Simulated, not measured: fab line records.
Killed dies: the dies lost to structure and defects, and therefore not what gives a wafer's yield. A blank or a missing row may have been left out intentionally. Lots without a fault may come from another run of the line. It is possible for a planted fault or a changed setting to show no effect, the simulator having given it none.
Which tool is to blame?    flow sky130    13 lots with 39 wafers sampled at 3 steps, on a route of 708 steps

WHAT EACH GAUGE READ, for each wafer
SKY_LDD_LDN_OVL_MEAS_07. Usual: LDD_LDN_OVL typically reads 1.6 nm, with standard deviation 1.3.
lot   measured      on          LDD_LDN_OVL (nm)  flag
L325  day 22 22:01  overlay-01  1.4 3.2 1.1       
L326  day 23 02:38  overlay-02  -0.3 0.4 0.9      
L327  day 23 10:03  overlay-01  2.9 2.2 2.5       
L328  day 23 23:24  overlay-02  1.6 0.8 2.9       
L329  day 24 07:00  overlay-01  2.4 1.5 3.9       
L330  day 24 18:09  overlay-02  0.7 0.8 1.2       
L331  day 25 01:45  overlay-02  0.1 -0.3 1.1      
L333  day 25 19:43  overlay-01  2.0 4.4 1.7       
L334  day 26 00:02  overlay-02  0.2 1.5 1.6       
L338  day 27 12:57  overlay-02  1.8 0.5 1.9       
L341  day 28 06:29  overlay-01  1.0 0.2 1.4       
L342  day 28 18:34  overlay-01  3.0 3.3 2.6       
L348  day 31 12:11  overlay-01  1.5 3.0 2.2       

SKY_LI_CONTACT_OVL_MEAS_13. Usual: LI_CONTACT_OVL typically reads 4 nm, with standard deviation 5.5.
lot   measured      on          LI_CONTACT_OVL (nm)  flag
L325  day 29 03:46  overlay-01  4 4 2                
L326  day 29 08:49  overlay-01  11 3 2               
L327  day 29 15:10  overlay-01  15 18 10             
L328  day 30 03:43  overlay-02  -2 0 8               
L329  day 30 11:12  overlay-02  8 7 8                
L330  day 30 20:40  overlay-02  -1 -2 5              
L331  day 31 04:02  overlay-02  2 -1 8               
L333  day 31 22:22  overlay-01  2 7 7                
L334  day 32 01:19  overlay-02  17 18 9              
L338  day 33 14:13  overlay-02  -5 4 1               
L341  day 34 02:40  overlay-02  9 9 8                
L342  day 34 13:16  overlay-02  2 3 1                
L348  day 37 16:22  overlay-01  9 8 5                

SKY_LI_CONTACT_RS_MEAS_22: the measuring method here is four-point-probe. Usual: LI_CONTACT_W_RS typically reads 0.286 ohm/sq, with standard deviation 0.0042.
lot   measured      on             LI_CONTACT_W_RS (ohm/sq)  flag
L325  day 29 04:31  film_metro-02  0.287 0.287 0.285         
L326  day 29 09:32  film_metro-02  0.292 0.286 0.288         
L327  day 29 15:55  film_metro-02  0.288 0.292 0.287         
L328  day 30 04:26  film_metro-03  0.282 0.280 0.285         
L329  day 30 11:58  film_metro-01  0.285 0.284 0.287         
L330  day 30 21:23  film_metro-02  0.282 0.284 0.276         
L331  day 31 04:46  film_metro-02  0.289 0.289 0.290         
L333  day 31 23:06  film_metro-03  0.290 0.287 0.285         
L334  day 32 02:02  film_metro-02  0.286 0.284 0.290         
L338  day 33 14:56  film_metro-02  0.279 0.279 0.284         
L341  day 34 03:23  film_metro-01  0.294 0.290 0.292         
L342  day 34 14:01  film_metro-03  0.278 0.283 0.282         
L348  day 37 17:05  film_metro-02  0.288 0.290 0.286         

TOOL THAT RAN EACH LOT (tool first, then ch and the chambers of the sampled wafers, then the start)
The record holds no process step before these readings.

AS READ BY THE TOOLS THEMSELVES (means over the sampled wafers that have a number; for cases with no such wafer, the mark the record gives instead)
The record holds no such reading with a usual standard deviation.

THE ANSWER, worked out from the rows above alone
Rule: take the mean of a lot's wafers that have a number; if it is more than 3 standard deviations from the usual mean, the lot is off. A lot without any number at a reading at which 4 lots or more have one is off too. Any other lot the step has rows for is counted as sound. First the gauges in route order, then the tools' own readings, where a lot's mean is used as printed above. The first step at which some lot is off is used, and at that step the reading that is off furthest; a lot without a number counts as furthest.
Nothing can be told from this: no lot is off at any reading shown.

WHAT THE SIMULATOR HAD INSERTED
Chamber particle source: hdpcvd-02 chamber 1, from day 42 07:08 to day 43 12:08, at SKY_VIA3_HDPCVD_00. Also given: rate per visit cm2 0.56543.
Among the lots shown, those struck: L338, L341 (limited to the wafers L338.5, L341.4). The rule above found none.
